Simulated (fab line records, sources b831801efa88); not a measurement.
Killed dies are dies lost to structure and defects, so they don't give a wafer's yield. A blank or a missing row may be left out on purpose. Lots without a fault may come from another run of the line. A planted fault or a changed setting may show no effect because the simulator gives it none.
Chamber matching | flow gf180mcu | GF_CONTACT_CVD_02 on pecvd-03: 3 sister chambers
The step deposits SiO2 from TEOS, target thk 860 nm, time 95.992 s. 3 wafers are shown with their chamber, then 9 later ones without.

WAFERS WITH THEIR CHAMBER
wafer  | chamber | heater_power_w (W)
L090.4 | 2       | 552
L092.4 | 1       | 625
L092.6 | 0       | 807

WAFERS WITHOUT THEIR CHAMBER
wafer  | heater_power_w (W)
L093.1 | 599
L093.3 | 562
L093.4 | 655
L094.1 | 666
L094.2 | 769
L094.3 | 652
L095.1 | 553
L095.3 | 697
L095.6 | 758

WHICH CHAMBER EACH WENT THROUGH
wafer  | from the rows above          | in truth
L093.1 | can't be placed: 1 or 2      | 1
L093.3 | can't be placed: 2 or 1      | 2
L093.4 | can't be placed: 1 or 2      | 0
L094.1 | can't be placed: 1 or 2      | 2
L094.2 | 0                            | 0
L094.3 | can't be placed: 1 or 2      | 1
L095.1 | can't be placed: 2 or 1      | 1
L095.3 | can't be placed: 1 or 0 or 2 | 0
L095.6 | 0                            | 0
Placed correctly: 2 of 9. Can't be placed from these rows: 7 (the true chamber is among the candidates in 6). Placed wrongly: 0.
How it was worked out, from the rows above alone: a wafer's distance from a chamber is the root of the sum, over the readings, of the square of ((its reading less the chamber's mean) divided by the reading's scatter). The wafer belongs to the nearest chamber; if the next one is less than 2 further off, it can't be placed. A chamber's mean is the mean of its shown wafers. The scatter: with one shown wafer a chamber, the root of the mean of the squares of how far each hidden wafer lies from its nearest shown one.
